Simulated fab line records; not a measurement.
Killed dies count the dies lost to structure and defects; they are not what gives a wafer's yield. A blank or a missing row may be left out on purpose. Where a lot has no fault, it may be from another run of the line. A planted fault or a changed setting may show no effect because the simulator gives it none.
Matching of chambers :: flow gf180mcu :: 3 sister chambers for GF_V3_CVD_02 on pecvd-03
The step deposits SiO2 from TEOS, target thk 850 nm, time 96.61 s. 6 wafers are shown with their chamber, then 10 later ones without.

## EACH WAFER AND ITS CHAMBER
wafer: L086.2
chamber: 2
heater power w (W): 560

wafer: L088.2
chamber: 1
heater power w (W): 668

wafer: L088.3
chamber: 0
heater power w (W): 732

wafer: L088.6
chamber: 0
heater power w (W): 735

wafer: L089.1
chamber: 1
heater power w (W): 726

wafer: L089.2
chamber: 2
heater power w (W): 625

## WAFERS WITHOUT THEIR CHAMBER
wafer: L089.5
heater power w (W): 753

wafer: L092.1
heater power w (W): 708

wafer: L092.2
heater power w (W): 738

wafer: L092.5
heater power w (W): 739

wafer: L094.2
heater power w (W): 807

wafer: L094.3
heater power w (W): 607

wafer: L094.5
heater power w (W): 657

wafer: L097.4
heater power w (W): 759

wafer: L097.5
heater power w (W): 706

wafer: L097.6
heater power w (W): 537

## THE CHAMBER EACH PASSED THROUGH
wafer: L089.5
from the rows above: can't be placed: 0 or 1
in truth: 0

wafer: L092.1
from the rows above: can't be placed: 1 or 0
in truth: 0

wafer: L092.2
from the rows above: can't be placed: 0 or 1
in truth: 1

wafer: L092.5
from the rows above: can't be placed: 0 or 1
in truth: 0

wafer: L094.2
from the rows above: can't be placed: 0 or 1
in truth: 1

wafer: L094.3
from the rows above: 2
in truth: 2

wafer: L094.5
from the rows above: can't be placed: 1 or 2 or 0
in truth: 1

wafer: L097.4
from the rows above: can't be placed: 0 or 1
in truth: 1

wafer: L097.5
from the rows above: can't be placed: 1 or 0
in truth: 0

wafer: L097.6
from the rows above: 2
in truth: 2
2 of 10 placed correctly. Not placeable from these rows: 8 (in 8, the candidates include the true chamber). Placed wrongly: 0.
How it was worked out, from the rows above alone: a wafer's distance from a chamber is the root of the sum, over the readings, of the square of ((its reading less the chamber's mean) divided by the reading's scatter). If the next closest chamber is less than 2 further off than the closest, the wafer can't be placed; otherwise it belongs to the closest. The mean given for a chamber averages the wafers shown for that chamber. How the scatter is found: for the shown wafers, subtract from each reading the mean of its chamber, square and add these, divide the total by (wafers less chambers), then take the root.
